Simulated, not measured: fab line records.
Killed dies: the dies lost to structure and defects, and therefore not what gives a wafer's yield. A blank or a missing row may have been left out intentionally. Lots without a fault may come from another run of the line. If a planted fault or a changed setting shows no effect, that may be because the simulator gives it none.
A lot that was struck, set against a sound lot / flow sky130 / 15 out of 708 route steps
Sound: wafers L959.2, L959.5, L959.6. Struck: wafers L967.1, L967.4, L967.6. The cause is given at the end.
Per side, at each step with rows, come the tool, then ch with its chambers, and then its first start. Under that, the readings that differ: sound wafers / struck wafers / difference of the means / sigmas: that difference in standard deviations of wafers without a fault.
alike: readings with means less than 2 such deviations apart, plus words and numbers identical on both sides. not compared: withheld readings, readings lacking a value on some wafer, bounds such as >300 that could conceal the same value, and numbers that have no deviation in the record and whose values overlap.
Wherever a step has rows on one side only, a row that says differs or no value, or a row with sigmas, the two part there. Numbers that don't overlap but have no deviation are shown without sigmas and don't part them. A reading that every wafer of one side lacks parts them only if that side has two wafers or more.

SKY_RES_PROTECT_STRIP_07: strips in O2/N2.
  sound on plasma_asher-04 ch 0,1, day 17 18:25; struck on plasma_asher-04 ch 0,1, day 20 21:19
  alike: drypump_motor_current_A, oes_product_au, strip_time_to_endpoint_s
  not compared: rf_hours_counter_h
SKY_RES_PROTECT_TW_MEAS_08:
  sound on film_metro-02 at day 17 18:31; struck on film_metro-01 at day 20 21:25
reading=POLY_GATE_TW; sound=3974 4006 4003; struck=4085 4102 4083; difference=+96; sigmas=+4
then, 2 steps without rows for these wafers: SKY_RES_PROTECT_CLEAN_09 (cleans in SC1/SC2, time 150 s); SKY_POLY_GATE_CVD_03 (deposits Si3N4 from DCS/NH3, target thk 75 nm, time 1290 s).
SKY_POLY_GATE_THK_MEAS_04:
  sound on film_metro-03 at day 18 00:25; struck on film_metro-01 at day 20 22:53
  alike: POLY_GATE_CVD_03_THK
then, 7 steps without rows for these wafers: SKY_POLY_GATE_DEHYDRATE_05 (time 60 s); SKY_POLY_GATE_HMDS_06 (prime time 60 s); SKY_POLY_GATE_COAT_07 (resist thk 110 nm); SKY_POLY_GATE_COAT_08 (resist thk 450 nm); SKY_POLY_GATE_SOFTBAKE_09 (time 90 s); SKY_POLY_GATE_EXPOSE_10 (exposes mask P1M, target cd 150 nm); SKY_POLY_GATE_PEB_11.
SKY_POLY_GATE_DEVELOP_12: develop time 60 s.
  sound on litho_track-01 ch 0, day 19 06:00; struck on litho_track-01 ch 0, day 22 04:00
reading=developer_temp_C (C); sound=21.07 21.07 20.95; struck=21.69 21.69 21.56; difference=+0.62; sigmas=+5
SKY_POLY_GATE_CD_MEAS_13: the cd target is 150 nm.
  sound on cd_sem-01 at day 19 06:53; struck on cd_sem-02 at day 22 04:58
  alike: cd_nm
SKY_PAD_OPEN_PROBE_99:
  the record holds rows for the sound wafers here (prober-02, day 47 20:57) but none for the struck ones

## WHERE THEY PART
First at SKY_RES_PROTECT_TW_MEAS_08; last, within this record, at SKY_PAD_OPEN_PROBE_99.

WHY: what had been put in by the simulator
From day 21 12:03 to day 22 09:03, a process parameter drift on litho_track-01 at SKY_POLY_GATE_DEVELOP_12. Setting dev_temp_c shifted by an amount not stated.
